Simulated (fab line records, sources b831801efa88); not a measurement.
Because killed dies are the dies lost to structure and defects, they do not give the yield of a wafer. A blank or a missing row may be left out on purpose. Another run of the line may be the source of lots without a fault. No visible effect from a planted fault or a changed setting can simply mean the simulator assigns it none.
fab line records	flow sky130
[record] lots = 24	wafers = 72	last_day = 50
route steps=708 shown POLY_CUT@319 SD_N@354 LI_CONTACT@374 LOCAL_INTERCONNECT@402 VIA2@510 METAL5@676
lots with no fault: from the same line, run without faults
start_h: start of the lot's first displayed wafer, in hours after the record's first day	wait_h: how many hours have passed since the lot's step before this one	" unchanged from the row above	L1.1+2: several wafers, shown together as one row	- no value present, or no start provided	* or withheld: withheld	< > ~ a bound
route shown NAME@n: names a module that has steps shown in the file, with the first one's number in the route	usual: mean/standard deviation of fault-free wafers	same: alike in all rows	chamber/n: place in a boat	sites: the reading at each site	_std_site: how widely they spread, as a standard deviation	_edge_site: mean of outer sites minus mean of inner sites	radius_mm: how far each site lies from the wafer's centre	mask NAME#n: copy n	behind: tool/chamber where the wafer was last shaped	hold: why the lot went on hold/how many hours it stayed there/how the hold came to an end	device: whichever transistor did not switch (one of n, p or np)	end of line: tests run on the same wafers once the route is complete	a step without rows: its recipe alone	killed: not the wafer's yield, but the dies lost to structure and defects at the first sort	map: a wafer's dies, marking killed ones x, the rest . and places with no die _
set.NAME: the setting that was run; set.NAME@STEP: the one run at that earlier step	model.NAME: the simulator's own value behind a step, which no gauge read
a sample of lots followed through the steps of the route, with each step as a table and each wafer as a row
services: when a tool's chamber went out of use (start_h, in hours from the record's first day, below 0 if earlier), for how many hours, and the reason
[[steps]]
[step SKY_POLY_CUT_STRIP_12]
[recipe] chemistry = O2/N2	power_w = 1400	pressure_mtorr = 1500	platen_temp_c = withheld	o2_flow_sccm = 3000	n2_flow_sccm = 300	overash_fraction = 0.5
[usual] chamber_pressure_mTorr = 1499.9/1.3	drypump_motor_current_A = 5.73/0.26	oes_product_au = 0.452/0.0048	strip_time_to_endpoint_s = 5.347/0.018
lot.wafer	tool	chamber	start_h	wait_h	chamber_pressure_mTorr	drypump_motor_current_A	oes_product_au	rf_hours_counter_h	strip_time_to_endpoint_s
L076.2	plasma_asher-01	1	592.70	0.0	1498.2	5.70	0.461	16	5.342
L076.3	"	1	"	"	1503.4	5.72	0.464	-	5.367
L076.4	"	0	"	"	1502.8	5.86	0.452	-	5.353
L075.1	plasma_asher-04	0	594.95	0.0	1499.9	5.57	0.457	92	5.376
L075.2	"	1	"	"	1497.6	6.00	0.459	92	5.332
L075.3	"	0	"	"	1499.3	5.58	0.459	-	5.354
L074.1	plasma_asher-03	1	595.35	0.0	1500.3	5.30	0.459	44	5.341
L074.3	"	1	"	"	1500.9	5.29	0.454	-	5.348
L074.5	"	0	"	"	1498.6	5.99	0.449	-	5.356
L078.2	plasma_asher-03	0	598.95	0.0	1500.8	6.02	0.455	44	5.350
L078.3	"	0	"	"	1499.4	5.99	0.460	-	5.351
L078.5	"	0	"	"	1499.1	6.03	0.449	-	5.334
L079.2	plasma_asher-04	0	600.10	0.0	1501.0	5.59	0.453	92	5.348
L079.3	"	0	"	"	1498.4	5.58	0.446	-	5.337
L079.5	"	0	"	"	1497.1	5.57	0.452	-	5.315
L077.2	plasma_asher-04	1	602.36	0.0	1501.6	6.01	0.454	92	5.343
L077.4	"	1	"	"	1498.7	6.01	0.452	-	5.359
L077.6	"	0	"	"	1500.0	5.59	0.452	-	5.337
L080.2	plasma_asher-01	1	614.00	0.0	1498.9	5.65	0.452	18	5.328
L080.4	"	1	"	"	1500.4	5.67	0.463	-	5.343
L080.5	"	1	"	"	1499.8	5.70	0.456	-	5.341
L081.1	plasma_asher-04	1	614.21	0.0	1500.1	6.02	0.461	93	5.340
L081.2	"	0	"	"	1501.3	5.58	0.457	93	5.328
L081.6	"	0	"	"	1500.4	5.58	0.453	-	5.369
L083.1	plasma_asher-01	0	633.10	0.0	1500.4	5.83	0.447	20	5.357
L083.4	"	0	"	"	1500.6	5.85	0.457	-	5.338
L083.6	"	1	"	"	1501.6	5.72	0.458	-	5.322
L082.1	plasma_asher-01	1	635.90	0.0	1498.8	5.67	0.448	20	5.336
L082.4	"	1	"	"	1500.4	5.69	0.444	-	5.318
L082.6	"	0	"	"	1498.1	5.82	0.451	-	5.321
L085.1	plasma_asher-03	1	664.40	0.0	1497.7	5.27	0.452	51	5.321
L085.5	"	1	"	"	1500.1	5.26	0.453	-	5.339
L085.6	"	0	"	"	1498.6	6.01	0.454	-	5.319
L084.1	plasma_asher-04	1	667.86	0.0	1500.5	6.00	0.450	99	5.349
L084.2	"	0	"	"	1502.1	5.57	0.441	99	5.325
L084.6	"	0	"	"	1498.2	5.56	0.457	-	5.354
L087.3	plasma_asher-03	0	673.28	0.1	1500.6	6.00	0.455	-	5.366
L087.4	"	1	"	"	1502.6	5.29	0.448	-	5.347
L087.6	"	1	"	"	1498.6	5.30	0.448	-	5.349
L086.1	plasma_asher-04	1	675.91	0.0	1497.9	6.01	0.452	100	5.332
L086.4	"	0	"	"	1498.4	5.58	0.453	-	5.344
L086.5	"	1	"	"	1499.8	6.00	0.452	-	5.313
L089.1	plasma_asher-01	0	688.31	0.0	1500.6	5.84	0.450	26	5.354
L089.2	"	1	"	"	1499.1	5.68	0.457	26	5.330
L089.5	"	0	"	"	1500.4	5.85	0.449	-	5.336
L090.1	plasma_asher-03	1	688.76	0.0	1499.3	5.29	0.448	53	5.351
L090.2	"	0	"	"	1500.9	5.96	0.457	53	5.348
L090.5	"	1	"	"	1498.9	5.29	0.450	-	5.370
L088.1	plasma_asher-03	1	691.76	0.0	1498.9	5.29	0.453	54	5.350
L088.3	"	0	"	"	1502.7	6.04	0.460	-	5.362
L088.5	"	0	"	"	1499.0	6.04	0.443	-	5.358
L092.1	plasma_asher-03	1	698.56	0.0	1498.7	5.27	0.458	54	5.388
L092.3	"	1	"	"	1501.3	5.26	0.454	-	5.382
L092.4	"	0	"	"	1501.2	6.00	0.461	-	5.412
L091.2	plasma_asher-01	1	701.34	0.0	1500.9	5.70	0.449	27	5.360
L091.5	"	0	"	"	1501.3	5.82	0.454	-	5.361
L091.6	"	1	"	"	1500.8	5.67	0.450	-	5.341
L093.1	plasma_asher-03	1	706.35	0.0	1497.9	5.26	0.452	55	5.375
L093.3	"	0	"	"	1500.5	5.99	0.452	-	5.347
L093.6	"	0	"	"	1499.9	6.01	0.449	-	5.349
L095.3	plasma_asher-01	1	736.38	0.1	1499.9	5.70	0.455	-	5.338
L095.5	"	0	"	"	1501.3	5.86	0.458	-	5.349
L095.6	"	1	"	"	1499.7	5.74	0.452	-	5.317
L096.3	plasma_asher-01	0	737.33	0.1	1501.1	5.82	0.454	-	5.342
L096.5	"	0	"	"	1501.0	5.81	0.459	-	5.358
L096.6	"	1	"	"	1498.9	5.67	0.448	-	5.357
L094.2	plasma_asher-03	0	737.41	0.0	1499.7	6.01	0.448	59	5.321
L094.4	"	0	"	"	1501.0	6.02	0.453	-	5.355
L094.5	"	1	"	"	1500.6	5.27	0.444	-	5.333
L097.2	plasma_asher-01	0	741.81	0.0	1499.8	5.83	0.452	31	5.348
L097.4	"	0	"	"	1501.5	5.84	0.462	-	5.388
L097.6	"	1	"	"	1500.6	5.71	0.445	-	5.367
[step SKY_SD_N_TW_MEAS_12]
[usual] SD_N_TW = 3952/41
lot.wafer	tool	chamber	start_h	wait_h	SD_N_TW
L076.2	film_metro-04	-	678.70	0.1	3915
L076.3	"	-	"	"	3907
L076.4	"	-	"	"	3898
L075.1	film_metro-04	-	680.89	0.1	3911
L075.2	"	-	"	"	3910
L075.3	"	-	"	"	3916
L074.1	film_metro-04	-	681.42	0.1	3915
L074.3	"	-	"	"	3923
L074.5	"	-	"	"	3908
L078.2	film_metro-03	-	684.28	0.1	3963
L078.3	"	-	"	"	3960
L078.5	"	-	"	"	3958
L079.2	film_metro-01	-	685.38	0.1	3974
L079.3	"	-	"	"	3975
L079.5	"	-	"	"	3969
L077.2	film_metro-04	-	685.95	0.1	3898
L077.4	"	-	"	"	3906
L077.6	"	-	"	"	3890
L080.2	film_metro-01	-	698.34	0.1	4008
L080.4	"	-	"	"	4010
L080.5	"	-	"	"	3999
L081.1	film_metro-04	-	699.34	0.1	3894
L081.2	"	-	"	"	3899
L081.6	"	-	"	"	3891
L083.1	film_metro-04	-	717.74	0.1	3894
L083.4	"	-	"	"	3884
L083.6	"	-	"	"	3885
L082.1	film_metro-01	-	720.54	0.1	3977
L082.4	"	-	"	"	3992
L082.6	"	-	"	"	3998
L085.1	film_metro-04	-	747.74	0.1	3909
L085.5	"	-	"	"	3931
L085.6	"	-	"	"	3930
L084.1	film_metro-03	-	750.23	0.1	3976
L084.2	"	-	"	"	3978
L084.6	"	-	"	"	3988
L087.3	film_metro-04	-	755.96	0.1	3926
L087.4	"	-	"	"	3949
L087.6	"	-	"	"	3930
L086.1	film_metro-04	-	758.28	0.1	3950
L086.4	"	-	"	"	3947
L086.5	"	-	"	"	3939
L089.1	film_metro-01	-	770.43	0.1	4008
L089.2	"	-	"	"	4001
L089.5	"	-	"	"	3991
L090.1	film_metro-04	-	770.47	0.1	3946
L090.2	"	-	"	"	3929
L090.5	"	-	"	"	3954
L088.1	film_metro-01	-	773.99	0.1	4001
L088.3	"	-	"	"	4000
L088.5	"	-	"	"	4007
L092.1	film_metro-03	-	779.34	0.1	3985
L092.3	"	-	"	"	3962
L092.4	"	-	"	"	3954
L091.2	film_metro-04	-	782.75	0.1	3913
L091.5	"	-	"	"	3900
L091.6	"	-	"	"	3928
L093.1	film_metro-01	-	789.03	0.1	4003
L093.3	"	-	"	"	4018
L093.6	"	-	"	"	4021
L095.3	film_metro-04	-	816.61	0.1	3922
L095.5	"	-	"	"	3920
L095.6	"	-	"	"	3912
L096.3	film_metro-01	-	818.41	0.1	3985
L096.5	"	-	"	"	3989
L096.6	"	-	"	"	4003
L094.2	film_metro-01	-	818.58	0.1	4002
L094.4	"	-	"	"	4006
L094.5	"	-	"	"	3976
L097.2	film_metro-03	-	821.13	0.1	3988
L097.4	"	-	"	"	3999
L097.6	"	-	"	"	3999
[step SKY_LI_CONTACT_CD_MEAS_12]
[recipe] target_cd_nm = 170
[usual] cd_nm = 170.0/1.7
lot.wafer	tool	chamber	start_h	wait_h	cd_nm
L076.2	cd_sem-01	-	707.38	-	169.5
L076.3	"	-	"	"	170.6
L076.4	"	-	"	"	170.4
L075.1	cd_sem-01	-	709.37	-	167.5
L075.2	"	-	"	"	169.5
L075.3	"	-	"	"	167.4
L074.1	cd_sem-01	-	710.17	-	170.6
L074.3	"	-	"	"	169.8
L074.5	"	-	"	"	170.5
L078.2	cd_sem-02	-	712.84	-	168.6
L078.3	"	-	"	"	168.6
L078.5	"	-	"	"	168.8
L079.2	cd_sem-02	-	713.84	-	167.7
L079.3	"	-	"	"	167.8
L079.5	"	-	"	"	165.9
L077.2	cd_sem-02	-	714.79	-	169.1
L077.4	"	-	"	"	168.4
L077.6	"	-	"	"	169.1
L080.2	cd_sem-02	-	726.54	-	173.8
L080.4	"	-	"	"	171.6
L080.5	"	-	"	"	171.2
L081.1	cd_sem-01	-	727.82	-	169.2
L081.2	"	-	"	"	169.6
L081.6	"	-	"	"	168.2
L083.1	cd_sem-01	-	746.67	-	172.5
L083.4	"	-	"	"	172.7
L083.6	"	-	"	"	171.6
L082.1	cd_sem-01	-	749.41	-	170.2
L082.4	"	-	"	"	169.2
L082.6	"	-	"	"	170.4
L085.1	cd_sem-02	-	776.02	-	170.2
L085.5	"	-	"	"	169.8
L085.6	"	-	"	"	168.3
L084.1	cd_sem-01	-	778.42	-	167.9
L084.2	"	-	"	"	169.3
L084.6	"	-	"	"	168.7
L087.3	cd_sem-01	-	783.80	-	168.6
L087.4	"	-	"	"	169.5
L087.6	"	-	"	"	170.2
L086.1	cd_sem-01	-	785.02	-	168.4
L086.4	"	-	"	"	168.1
L086.5	"	-	"	"	167.1
L089.1	cd_sem-02	-	798.02	-	172.1
L089.2	"	-	"	"	172.5
L089.5	"	-	"	"	172.4
L090.1	cd_sem-01	-	798.06	-	170.1
L090.2	"	-	"	"	170.2
L090.5	"	-	"	"	170.7
L088.1	cd_sem-02	-	801.07	-	173.3
L088.3	"	-	"	"	173.2
L088.5	"	-	"	"	173.6
L092.1	cd_sem-02	-	806.11	-	172.2
L092.3	"	-	"	"	172.2
L092.4	"	-	"	"	170.1
L091.2	cd_sem-02	-	810.13	-	171.0
L091.5	"	-	"	"	172.0
L091.6	"	-	"	"	169.7
L093.1	cd_sem-02	-	831.07	-	170.5
L093.3	"	-	"	"	169.4
L093.6	"	-	"	"	169.7
L095.3	cd_sem-01	-	840.41	-	167.5
L095.5	"	-	"	"	169.1
L095.6	"	-	"	"	168.0
L096.3	cd_sem-01	-	840.76	-	168.6
L096.5	"	-	"	"	167.0
L096.6	"	-	"	"	168.7
L094.2	cd_sem-01	-	841.03	-	170.9
L094.4	"	-	"	"	171.9
L094.5	"	-	"	"	171.3
L097.2	cd_sem-01	-	842.94	-	169.8
L097.4	"	-	"	"	170.4
L097.6	"	-	"	"	171.4
[step SKY_LOCAL_INTERCONNECT_STRIP_15]
[recipe] chemistry = O2/N2	power_w = 1400	pressure_mtorr = 1500	platen_temp_c = withheld	o2_flow_sccm = 3000	n2_flow_sccm = 300	overash_fraction = 0.5
[usual] chamber_pressure_mTorr = 1500.1/1.2	drypump_motor_current_A = 5.7/0.32	oes_product_au = 0.426/0.0043	strip_time_to_endpoint_s = 4.716/0.023
lot.wafer	tool	chamber	start_h	wait_h	chamber_pressure_mTorr	drypump_motor_current_A	oes_product_au	rf_hours_counter_h	strip_time_to_endpoint_s
L076.2	plasma_asher-03	0	737.09	0.0	1498.6	6.0	0.421	58	4.687
L076.3	"	1	"	"	1500.2	5.3	0.429	-	4.704
L076.4	"	0	"	"	1501.5	6.0	0.421	-	4.681
L075.1	plasma_asher-02	1	738.30	0.0	1500.2	6.2	0.429	93	4.733
L075.2	"	0	"	"	1499.0	5.3	0.427	93	4.752
L075.3	"	1	"	"	1501.1	6.2	0.429	-	4.742
L074.1	plasma_asher-01	0	739.00	0.0	1499.3	5.9	0.420	31	4.705
L074.3	"	1	"	"	1499.8	5.7	0.426	-	4.721
L074.5	"	0	"	"	1499.2	5.8	0.423	-	4.712
L078.2	plasma_asher-02	1	741.14	0.0	1501.5	6.1	0.424	93	4.707
L078.3	"	1	"	"	1498.8	6.2	0.422	-	4.744
L078.5	"	0	"	"	1500.5	5.3	0.428	-	4.749
L079.2	plasma_asher-03	1	742.55	0.0	1498.9	5.3	0.427	59	4.677
L079.3	"	0	"	"	1498.1	6.1	0.431	-	4.713
L079.5	"	1	"	"	1499.4	5.3	0.417	-	4.694
L077.2	plasma_asher-01	0	742.99	0.0	1500.6	5.9	0.427	31	4.754
L077.4	"	0	"	"	1498.6	5.8	0.423	-	4.717
L077.6	"	1	"	"	1501.6	5.7	0.432	-	4.736
L080.2	plasma_asher-02	0	755.54	0.0	1498.1	5.3	0.425	94	4.724
L080.4	"	1	"	"	1495.8	6.2	0.433	-	4.739
L080.5	"	1	"	"	1502.2	6.2	0.434	-	4.716
L081.1	plasma_asher-03	0	757.09	0.0	1500.6	6.0	0.429	60	4.719
L081.2	"	1	"	"	1499.9	5.3	0.425	60	4.708
L081.6	"	1	"	"	1500.3	5.3	0.430	-	4.735
L083.1	plasma_asher-01	1	774.79	0.0	1498.8	5.7	0.432	34	4.734
L083.4	"	1	"	"	1501.6	5.7	0.425	-	4.735
L083.6	"	0	"	"	1500.5	5.8	0.423	-	4.741
L082.1	plasma_asher-02	0	778.60	0.0	1499.3	5.3	0.424	97	4.752
L082.4	"	0	"	"	1501.0	5.3	0.430	-	4.720
L082.6	"	0	"	"	1502.7	5.3	0.422	-	4.739
L085.1	plasma_asher-01	1	804.79	0.0	1501.0	5.7	0.424	37	4.718
L085.5	"	1	"	"	1501.5	5.7	0.424	-	4.698
L085.6	"	0	"	"	1499.4	5.8	0.425	-	4.730
L084.1	plasma_asher-02	0	805.94	0.0	1498.0	5.3	0.429	100	4.725
L084.2	"	1	"	"	1502.0	6.2	0.421	100	4.684
L084.6	"	1	"	"	1500.2	6.1	0.427	-	4.705
L087.3	plasma_asher-03	0	811.28	0.1	1501.0	6.0	0.428	-	4.715
L087.4	"	1	"	"	1500.3	5.3	0.423	-	4.653
L087.6	"	0	"	"	1499.6	6.0	0.428	-	4.690
L086.1	plasma_asher-01	1	812.54	0.0	1499.5	5.7	0.427	38	4.707
L086.4	"	0	"	"	1501.3	5.8	0.426	-	4.724
L086.5	"	0	"	"	1500.0	5.8	0.421	-	4.711
L089.1	plasma_asher-01	0	832.95	0.0	1499.7	5.9	0.430	40	4.729
L089.2	"	1	"	"	1500.6	5.7	0.431	40	4.748
L089.5	"	1	"	"	1501.8	5.7	0.419	-	4.748
L090.1	plasma_asher-02	1	833.09	0.0	1499.3	6.2	0.421	102	4.703
L090.2	"	0	"	"	1498.7	5.3	0.427	102	4.752
L090.5	"	1	"	"	1500.5	6.1	0.435	-	4.690
L088.1	plasma_asher-03	1	833.94	0.0	1500.0	5.3	0.417	67	4.709
L088.3	"	0	"	"	1499.1	6.0	0.419	-	4.716
L088.5	"	1	"	"	1500.9	5.3	0.426	-	4.715
L092.1	plasma_asher-02	0	835.64	0.0	1500.4	5.3	0.423	102	4.706
L092.3	"	1	"	"	1499.1	6.2	0.425	-	4.680
L092.4	"	0	"	"	1499.2	5.3	0.420	-	4.697
L091.2	plasma_asher-03	0	836.15	0.0	1501.5	6.0	0.424	68	4.732
L091.5	"	0	"	"	1501.2	6.0	0.426	-	4.717
L091.6	"	1	"	"	1500.7	5.3	0.430	-	4.708
L093.1	plasma_asher-03	1	858.95	0.0	1501.6	5.3	0.431	70	4.752
L093.3	"	0	"	"	1498.6	6.0	0.425	-	4.702
L093.6	"	1	"	"	1500.3	5.3	0.429	-	4.749
L095.3	plasma_asher-03	0	867.73	0.1	1500.2	6.0	0.430	-	4.708
L095.5	"	0	"	"	1499.1	6.1	0.426	-	4.681
L095.6	"	1	"	"	1499.7	5.3	0.424	-	4.706
L096.3	plasma_asher-01	0	868.32	0.1	1497.4	5.9	0.422	-	4.729
L096.5	"	1	"	"	1499.1	5.7	0.427	-	4.700
L096.6	"	0	"	"	1502.4	5.8	0.423	-	4.764
L094.2	plasma_asher-01	1	868.60	0.0	1499.0	5.7	0.428	44	4.739
L094.4	"	1	"	"	1499.9	5.7	0.431	-	4.720
L094.5	"	1	"	"	1500.1	5.7	0.438	-	4.742
L097.2	plasma_asher-01	1	870.69	0.0	1499.8	5.7	0.430	45	4.705
L097.4	"	1	"	"	1499.1	5.7	0.422	-	4.701
L097.6	"	0	"	"	1502.4	5.8	0.429	-	4.742
[step SKY_VIA2_BOW_MEAS_03]
[recipe] mode = bow
[usual] VIA2_BOW = 86/6.8
lot.wafer	tool	chamber	start_h	wait_h	VIA2_BOW[um]
L076.2	film_metro-01	-	865.26	0.2	79
L076.3	"	-	"	"	81
L076.4	"	-	"	"	93
L075.1	film_metro-02	-	866.04	0.1	78
L075.2	"	-	"	"	79
L075.3	"	-	"	"	82
L074.1	film_metro-02	-	866.19	0.1	86
L074.3	"	-	"	"	88
L074.5	"	-	"	"	93
L078.2	film_metro-03	-	866.41	0.2	78
L078.3	"	-	"	"	89
L078.5	"	-	"	"	94
L079.2	film_metro-01	-	866.57	0.1	72
L079.3	"	-	"	"	79
L079.5	"	-	"	"	76
L077.2	film_metro-01	-	866.87	0.2	97
L077.4	"	-	"	"	88
L077.6	"	-	"	"	85
L080.2	film_metro-03	-	867.01	0.2	81
L080.4	"	-	"	"	76
L080.5	"	-	"	"	89
L081.1	film_metro-01	-	867.15	0.2	76
L081.2	"	-	"	"	87
L081.6	"	-	"	"	92
L083.1	film_metro-01	-	889.84	0.3	79
L083.4	"	-	"	"	93
L083.6	"	-	"	"	80
L082.1	film_metro-01	-	891.19	0.2	86
L082.4	"	-	"	"	82
L082.6	"	-	"	"	88
L085.1	film_metro-02	-	917.66	0.1	91
L085.5	"	-	"	"	92
L085.6	"	-	"	"	97
L084.1	film_metro-02	-	917.80	0.2	76
L084.2	"	-	"	"	92
L084.6	"	-	"	"	91
L087.3	film_metro-02	-	918.30	0.3	77
L087.4	"	-	"	"	80
L087.6	"	-	"	"	102
L086.1	film_metro-01	-	922.40	0.1	86
L086.4	"	-	"	"	85
L086.5	"	-	"	"	92
L089.1	film_metro-02	-	942.36	0.2	86
L089.2	"	-	"	"	93
L089.5	"	-	"	"	78
L090.1	film_metro-02	-	942.66	0.1	85
L090.2	"	-	"	"	80
L090.5	"	-	"	"	79
L088.1	film_metro-01	-	944.16	0.2	83
L088.3	"	-	"	"	81
L088.5	"	-	"	"	88
L092.1	film_metro-02	-	945.96	0.2	98
L092.3	"	-	"	"	80
L092.4	"	-	"	"	86
L091.2	film_metro-02	-	946.88	0.2	79
L091.5	"	-	"	"	77
L091.6	"	-	"	"	73
L093.1	film_metro-01	-	966.09	0.1	92
L093.3	"	-	"	"	94
L093.6	"	-	"	"	88
L095.3	film_metro-01	-	974.53	0.1	77
L095.5	"	-	"	"	83
L095.6	"	-	"	"	88
L096.3	film_metro-02	-	975.57	0.3	98
L096.5	"	-	"	"	88
L096.6	"	-	"	"	100
L094.2	film_metro-03	-	976.27	0.3	85
L094.4	"	-	"	"	84
L094.5	"	-	"	"	78
L097.2	film_metro-02	-	977.40	0.2	90
L097.4	"	-	"	"	96
L097.6	"	-	"	"	92
[step SKY_METAL5_METAL_ETCH_15]
[recipe] target_depth_a = 12600	stop_on = SiO2	over_etch_frac = 0.2	time_s = 252	chemistry = Cl2/BCl3	resist_sidewall_deg = 86	pressure_mtorr = 10	icp_w = 900	bias_w = 48.5	Cl2_flow_sccm = 60	bcl3_flow_sccm = 30
[usual] chamber_pressure_mTorr = 9.999/0.0086	drypump_motor_current_A = 6.0/0.33	oes_product_au = 0.894/0.0055	throttle_valve_pct = 22.265/0.0091
lot.wafer	tool	chamber	start_h	wait_h	chamber_pressure_mTorr	drypump_motor_current_A	oes_product_au	rf_hours_counter_h	throttle_valve_pct
L076.2	rie_metal-04	1	1064.92	0.0	9.993	6.4	0.887	16	22.255
L076.3	"	1	"	"	10.007	6.4	0.899	-	22.258
L076.4	"	0	"	"	10.000	5.3	0.903	-	22.264
L075.1	rie_metal-01	1	1067.70	0.0	10.006	5.9	0.887	7	22.271
L075.2	"	0	"	"	9.994	6.3	0.896	22	22.251
L075.3	"	1	"	"	10.009	5.9	0.894	-	22.263
L074.1	rie_metal-02	0	1067.77	0.0	10.007	5.9	0.893	15	22.260
L074.3	"	0	"	"	9.999	5.8	0.906	-	22.262
L074.5	"	0	"	"	9.996	5.8	0.891	-	22.255
L078.2	rie_metal-04	1	1068.07	0.0	9.996	6.4	0.890	17	22.254
L078.3	"	0	"	"	10.014	5.4	0.904	-	22.269
L078.5	"	1	"	"	9.985	6.4	0.886	-	22.270
L079.2	rie_metal-01	1	1068.30	0.0	10.003	5.9	0.895	7	22.264
L079.3	"	0	"	"	9.993	6.2	0.899	-	22.272
L079.5	"	1	"	"	10.012	5.9	0.903	-	22.277
L077.2	rie_metal-02	0	1068.37	0.0	10.011	5.8	0.894	15	22.269
L077.4	"	0	"	"	10.012	5.8	0.899	-	22.275
L077.6	"	1	"	"	10.001	6.1	0.894	-	22.269
L080.2	rie_metal-01	0	1069.27	0.0	9.999	6.2	0.889	22	22.263
L080.4	"	0	"	"	10.007	6.3	0.894	-	22.269
L080.5	"	1	"	"	9.993	5.9	0.899	-	22.258
L081.1	rie_metal-04	0	1069.51	0.0	10.014	5.4	0.887	19	22.256
L081.2	"	1	"	"	9.997	6.4	0.890	18	22.261
L081.6	"	1	"	"	9.998	6.4	0.896	-	22.264
L083.1	rie_metal-01	0	1086.01	0.0	10.004	6.3	0.896	23	22.271
L083.4	"	0	"	"	10.003	6.3	0.895	-	22.267
L083.6	"	0	"	"	10.001	6.3	0.898	-	22.273
L082.1	rie_metal-02	1	1088.30	0.0	9.999	6.1	0.893	21	22.271
L082.4	"	1	"	"	10.006	6.1	0.897	-	22.271
L082.6	"	0	"	"	10.012	5.9	0.898	-	22.266
L085.1	rie_metal-04	1	1110.11	0.0	10.012	6.4	0.901	20	22.255
L085.5	"	0	"	"	10.003	5.3	0.892	-	22.261
L085.6	"	1	"	"	9.981	6.4	0.886	-	22.266
L084.1	rie_metal-01	1	1110.60	0.0	10.011	5.9	0.900	10	22.258
L084.2	"	0	"	"	9.999	6.3	0.894	25	22.261
L084.6	"	1	"	"	9.999	5.9	0.894	-	22.261
L087.3	rie_metal-01	1	1114.35	0.1	10.011	6.0	0.891	-	22.251
L087.4	"	0	"	"	9.994	6.3	0.885	-	22.261
L087.6	"	1	"	"	9.996	6.0	0.895	-	22.264
L086.1	rie_metal-01	1	1114.95	0.0	9.984	6.0	0.900	11	22.255
L086.4	"	0	"	"	9.996	6.3	0.896	-	22.264
L086.5	"	0	"	"	10.003	6.3	0.888	-	22.265
L089.1	rie_metal-01	0	1127.97	0.0	9.996	6.2	0.888	27	22.281
L089.2	"	1	"	"	9.998	5.9	0.894	12	22.271
L089.5	"	1	"	"	9.980	6.0	0.896	-	22.271
L090.1	rie_metal-01	0	1128.46	0.0	10.012	6.2	0.893	27	22.255
L090.2	"	1	"	"	10.014	6.0	0.887	13	22.271
L090.5	"	0	"	"	9.996	6.3	0.900	-	22.273
L088.1	rie_metal-04	0	1132.55	0.0	9.996	5.3	0.885	25	22.239
L088.3	"	0	"	"	10.008	5.3	0.896	-	22.265
L088.5	"	0	"	"	10.002	5.3	0.901	-	22.265
L092.1	rie_metal-01	0	1132.85	0.0	10.002	6.3	0.895	27	22.273
L092.3	"	1	"	"	9.994	6.0	0.893	-	22.258
L092.4	"	0	"	"	9.994	6.3	0.891	-	22.277
L091.2	rie_metal-01	1	1133.50	0.0	10.000	6.0	0.886	13	22.257
L091.5	"	0	"	"	10.005	6.3	0.893	-	22.281
L091.6	"	1	"	"	10.010	6.0	0.890	-	22.270
L093.1	rie_metal-04	0	1148.76	0.0	9.987	5.3	0.891	27	22.269
L093.3	"	1	"	"	10.002	6.4	0.900	-	22.261
L093.6	"	1	"	"	9.992	6.4	0.899	-	22.263
L096.3	rie_metal-01	1	1156.39	0.1	10.003	5.9	0.898	-	22.264
L096.5	"	1	"	"	9.989	6.0	0.878	-	22.273
L096.6	"	0	"	"	9.995	6.3	0.887	-	22.260
L095.3	rie_metal-02	1	1157.13	0.1	9.997	6.0	0.895	-	22.258
L095.5	"	0	"	"	9.999	5.9	0.900	-	22.272
L095.6	"	1	"	"	10.000	6.1	0.892	-	22.265
L097.2	rie_metal-02	0	1159.46	0.0	9.979	5.8	0.889	18	22.254
L097.4	"	1	"	"	9.982	6.0	0.900	-	22.267
L097.6	"	1	"	"	9.990	6.1	0.888	-	22.256
L094.2	rie_metal-04	1	1159.52	0.0	9.997	6.4	0.896	26	22.257
L094.4	"	1	"	"	10.011	6.4	0.887	-	22.267
L094.5	"	0	"	"	9.990	5.3	0.885	-	22.283
[[services]]
tool	chamber	start_h	hours	kind
plasma_asher-04	-	623.34	1.2	repair
plasma_asher-02	-	656.07	0.8	repair
rie_metal-01	-	694.26	0.5	repair
plasma_asher-01	-	696.02	2.8	pm
rie_metal-01	1	698.17	2.5	repair
rie_metal-01	-	723.76	14.6	pm
plasma_asher-04	-	733.75	9.0	pm
plasma_asher-03	-	779.93	2.8	pm
rie_metal-04	-	829.42	0.5	repair
plasma_asher-02	-	838.66	14.6	pm
plasma_asher-04	-	849.67	3.8	repair
plasma_asher-01	-	875.50	1.4	repair
plasma_asher-04	-	899.54	2.0	repair
plasma_asher-02	-	913.32	2.1	repair
plasma_asher-03	-	949.01	3.4	repair
rie_metal-04	0	983.52	15.0	repair
plasma_asher-02	-	1009.98	1.1	repair
plasma_asher-02	-	1034.63	3.3	repair
rie_metal-04	1	1036.91	4.8	repair
plasma_asher-02	-	1045.17	1.2	repair
plasma_asher-02	-	1055.25	9.0	pm
rie_metal-04	-	1063.36	1.3	repair
rie_metal-01	0	1106.88	2.8	repair
plasma_asher-01	-	1130.34	2.1	repair
[[key]]
fault none
